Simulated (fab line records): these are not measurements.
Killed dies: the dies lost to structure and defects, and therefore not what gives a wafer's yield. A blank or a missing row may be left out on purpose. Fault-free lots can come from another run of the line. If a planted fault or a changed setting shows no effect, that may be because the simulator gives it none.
Which tool did it? / flow gf180mcu / 12 lots, 36 wafers sampled, at 2 steps of a route of 602

WHAT THE GAUGES SHOWED, per wafer
GF_V5_OVL_MEAS_15.
lot=L634; measured=day 28 00:50; on=overlay-01; V5_OVL (nm)=8 2 -2
lot=L633; measured=day 28 01:43; on=overlay-01; V5_OVL (nm)=-4 -9 -10
lot=L635; measured=day 28 16:51; on=overlay-02; V5_OVL (nm)=2 -1 3
lot=L639; measured=day 29 14:52; on=overlay-01; V5_OVL (nm)=-2 2 0
lot=L644; measured=day 31 02:10; on=overlay-02; V5_OVL (nm)=-7 -8 -6
lot=L645; measured=day 31 05:09; on=overlay-01; V5_OVL (nm)=12 1 2
lot=L647; measured=day 31 14:32; on=overlay-02; V5_OVL (nm)=3 4 1
lot=L648; measured=day 32 02:47; on=overlay-02; V5_OVL (nm)=-5 -5 -1
lot=L649; measured=day 32 08:59; on=overlay-01; V5_OVL (nm)=-5 -1 -4
lot=L650; measured=day 32 15:09; on=overlay-01; V5_OVL (nm)=4 0 4
lot=L651; measured=day 33 02:41; on=overlay-02; V5_OVL (nm)=-2 10 -4
lot=L654; measured=day 33 18:40; on=overlay-02; V5_OVL (nm)=0 8 1

TOOL THAT RAN EACH LOT (tool first, then ch and the chambers of the sampled wafers, then the start)
lot=L634; GF_CONTACT_STRIP_18=plasma-asher-04 ch 0,1, day 17 00:01
lot=L633; GF_CONTACT_STRIP_18=plasma-asher-02 ch 0,1, day 17 00:23
lot=L635; GF_CONTACT_STRIP_18=plasma-asher-04 ch 0,1, day 17 16:47
lot=L639; GF_CONTACT_STRIP_18=plasma-asher-04 ch 0,1, day 18 20:16
lot=L644; GF_CONTACT_STRIP_18=plasma-asher-01 ch 0,1, day 20 19:22
lot=L645; GF_CONTACT_STRIP_18=plasma-asher-04 ch 0,1, day 21 01:02
lot=L647; GF_CONTACT_STRIP_18=plasma-asher-01 ch 0,1, day 21 14:05
lot=L648; GF_CONTACT_STRIP_18=plasma-asher-04 ch 0,1, day 22 04:59
lot=L649; GF_CONTACT_STRIP_18=plasma-asher-02 ch 0,1, day 22 15:55
lot=L650; GF_CONTACT_STRIP_18=plasma-asher-04 ch 0,1, day 22 20:28
lot=L651; GF_CONTACT_STRIP_18=plasma-asher-04 ch 0,1, day 23 13:46
lot=L654; GF_CONTACT_STRIP_18=plasma-asher-04 ch 0,1, day 24 09:52
- GF_CONTACT_STRIP_18: strips in O2/N2.

AS READ BY THE TOOLS THEMSELVES (means over the sampled wafers that have a number; for cases with no such wafer, the mark the record gives instead)
GF_CONTACT_STRIP_18.
lot=L634; tool=plasma-asher-04; chamber-pressure-mTorr (mTorr)=1499.6; drypump-motor-current-A (A)=5.1; heater-power-w (W)=346; n2-flow-sccm (sccm)=300.0; oes-product-au (a.u.)=0.575
lot=L633; tool=plasma-asher-02; chamber-pressure-mTorr (mTorr)=1500.3; drypump-motor-current-A (A)=5.3; heater-power-w (W)=382; n2-flow-sccm (sccm)=299.9; oes-product-au (a.u.)=0.580
lot=L635; tool=plasma-asher-04; chamber-pressure-mTorr (mTorr)=1500.2; drypump-motor-current-A (A)=5.4; heater-power-w (W)=310; n2-flow-sccm (sccm)=299.6; oes-product-au (a.u.)=0.576
lot=L639; tool=plasma-asher-04; chamber-pressure-mTorr (mTorr)=1499.6; drypump-motor-current-A (A)=5.4; heater-power-w (W)=312; n2-flow-sccm (sccm)=300.4; oes-product-au (a.u.)=0.576
lot=L644; tool=plasma-asher-01; chamber-pressure-mTorr (mTorr)=1500.2; drypump-motor-current-A (A)=5.6; heater-power-w (W)=321; n2-flow-sccm (sccm)=300.5; oes-product-au (a.u.)=0.583
lot=L645; tool=plasma-asher-04; chamber-pressure-mTorr (mTorr)=1498.8; drypump-motor-current-A (A)=5.4; heater-power-w (W)=313; n2-flow-sccm (sccm)=300.4; oes-product-au (a.u.)=0.579
lot=L647; tool=plasma-asher-01; chamber-pressure-mTorr (mTorr)=1501.1; drypump-motor-current-A (A)=5.5; heater-power-w (W)=336; n2-flow-sccm (sccm)=300.0; oes-product-au (a.u.)=0.579
lot=L648; tool=plasma-asher-04; chamber-pressure-mTorr (mTorr)=1500.7; drypump-motor-current-A (A)=5.1; heater-power-w (W)=349; n2-flow-sccm (sccm)=298.9; oes-product-au (a.u.)=0.578
lot=L649; tool=plasma-asher-02; chamber-pressure-mTorr (mTorr)=1500.7; drypump-motor-current-A (A)=5.3; heater-power-w (W)=397; n2-flow-sccm (sccm)=300.2; oes-product-au (a.u.)=0.577
lot=L650; tool=plasma-asher-04; chamber-pressure-mTorr (mTorr)=1500.7; drypump-motor-current-A (A)=5.4; heater-power-w (W)=315; n2-flow-sccm (sccm)=300.6; oes-product-au (a.u.)=0.573
lot=L651; tool=plasma-asher-04; chamber-pressure-mTorr (mTorr)=1500.2; drypump-motor-current-A (A)=5.1; heater-power-w (W)=347; n2-flow-sccm (sccm)=301.4; oes-product-au (a.u.)=0.584
lot=L654; tool=plasma-asher-04; chamber-pressure-mTorr (mTorr)=1499.8; drypump-motor-current-A (A)=5.4; heater-power-w (W)=310; n2-flow-sccm (sccm)=300.6; oes-product-au (a.u.)=0.579

THE ANSWER, worked out from the rows above alone
Rule: usual is defined by the lots themselves. The widest of any qualifying gaps counts: lots, ordered by their means at a reading, are off when they make up no more than a third of the lots, leave a main group of 4 or more, and stand apart from it by 3 or more times the standard deviation of that group's means. The tables above print the reading to a certain number of digits; a main group whose means all agree to those digits is not used. A lot without any number at a reading at which 4 lots or more have one is off too. The other lots that the step has rows for count as sound. First the gauges in route order, then the tools' own readings, where a lot's mean is used as printed above. The first step at which some lot is off is used, and at that step the reading that is off furthest; a lot without a number counts as furthest.
Nothing can be told from this: no lot is off at any reading shown.

WHAT THE SIMULATOR HAD PUT IN
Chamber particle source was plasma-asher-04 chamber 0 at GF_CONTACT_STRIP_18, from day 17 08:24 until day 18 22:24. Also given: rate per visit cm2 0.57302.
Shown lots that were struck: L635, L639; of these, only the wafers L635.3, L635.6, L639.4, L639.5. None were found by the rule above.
